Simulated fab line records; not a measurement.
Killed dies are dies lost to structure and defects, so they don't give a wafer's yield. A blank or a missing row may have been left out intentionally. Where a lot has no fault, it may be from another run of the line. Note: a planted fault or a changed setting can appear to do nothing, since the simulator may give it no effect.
Matching of chambers ; flow gf180mcu ; pecvd-02 running GF_CONTACT_CVD_02: 3 sister chambers
The step deposits SiO2 from TEOS, target thk 860 nm, time 95.992 s. 14 wafers are shown with their chamber, then 7 later ones without.

== WAFERS PAIRED WITH THEIR CHAMBERS ==
wafer;chamber;heater power w (W)
L437.2;0;801
L437.3;2;722
L437.5;2;727
L438.3;0;765
L438.4;1;911
L438.5;0;809
L442.2;2;728
L442.6;1;867
L441.2;0;823
L441.5;2;667
L443.2;1;896
L443.5;2;650
L454.2;1;906
L454.3;2;705

SIGNATURES, as means of the wafers listed above
reading;chamber 0;chamber 1;chamber 2;scatter within a chamber
heater power w;799.50;895.00;699.83;28
Rule: a wafer lies at a distance from a chamber equal to the root of the sum of squares, over the readings, of (its reading less the chamber's mean, divided by the reading's scatter). If the next closest chamber is less than 2 further off than the closest, the wafer can't be placed; otherwise it belongs to the closest. How the scatter is found: for the shown wafers, subtract from each reading the mean of its chamber, square and add these, divide the total by (wafers less chambers), then take the root.

== WAFERS WITHOUT THEIR CHAMBER ==
wafer;heater power w (W)
L454.4;784
L455.2;747
L455.3;905
L455.4;787
L457.1;636
L457.5;680
L457.6;730

== WHICH CHAMBER EACH WENT THROUGH ==
wafer;from the rows above;in truth
L454.4;0;0
L455.2;can't be placed: 2 or 0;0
L455.3;1;1
L455.4;0;0
L457.1;2;2
L457.5;2;2
L457.6;can't be placed: 2 or 0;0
Correctly placed: 5 of 7. Unplaceable from these rows: 2, with the true chamber sitting among the candidates in 2. Number placed wrongly: 0.
